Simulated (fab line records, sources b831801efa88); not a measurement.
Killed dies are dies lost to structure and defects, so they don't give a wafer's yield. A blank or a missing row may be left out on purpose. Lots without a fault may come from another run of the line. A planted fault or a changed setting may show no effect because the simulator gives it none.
Which tool did it? | flow sky130 | 12 lots, 36 wafers sampled, at 1 step of a route of 708

WHAT THE GAUGES READ, wafer by wafer
SKY_VIA1_THK_MEAS_01.
lot  | measured     | on            | VIA1_HDPCVD_THK (nm)
L812 | day 32 13:35 | film_metro-04 | 1033 1023 1019
L814 | day 33 16:40 | film_metro-02 | 1035 1042 1027
L815 | day 33 23:53 | film_metro-04 | 1046 1035 1030
L816 | day 34 08:33 | film_metro-04 | 1025 1048 1028
L820 | day 35 21:50 | film_metro-04 | 1014 998 1007
L821 | day 36 01:10 | film_metro-04 | 1026 1009 1026
L823 | day 36 23:45 | film_metro-04 | 1034 1015 1027
L825 | day 37 01:31 | film_metro-03 | 1018 1019 1007
L826 | day 37 14:16 | film_metro-04 | 1031 1036 1016
L830 | day 39 17:10 | film_metro-03 | 1017 1009 1009
L834 | day 39 19:23 | film_metro-04 | 1026 1039 1029
L833 | day 39 22:32 | film_metro-03 | 1026 1021 1012

WHICH TOOL RAN EACH LOT (tool, then ch and the chambers of the sampled wafers, then the start)
The record holds no process step before these readings.

WHAT THE TOOLS THEMSELVES READ (means of the sampled wafers that have a number; where no wafer has one, the mark that the record gives instead)
The record holds no such reading with a usual standard deviation.

THE ANSWER, worked out from the rows above alone
Rule: what is usual is taken from the lots themselves. Put in order of their means at a reading, lots are off if they are a third of the lots or fewer, leave a main group of 4 or more, and stand apart from it by a gap of 3 or more times the standard deviation of the main group's means; of several such gaps the widest counts. A main group whose means are all the same, to the digits that the tables above print for the reading, isn't used. A lot without any number at a reading at which 4 lots or more have one is off too. The other lots that the step has rows for count as sound. The gauges are gone through in route order, then the tools' own readings, and for those a lot's mean is taken as printed above. The first step at which some lot is off is used, and at that step the reading that is off furthest; a lot without a number counts as furthest.
No lot is off at any reading shown: from this, nothing can be told.

WHAT THE SIMULATOR HAD PUT IN
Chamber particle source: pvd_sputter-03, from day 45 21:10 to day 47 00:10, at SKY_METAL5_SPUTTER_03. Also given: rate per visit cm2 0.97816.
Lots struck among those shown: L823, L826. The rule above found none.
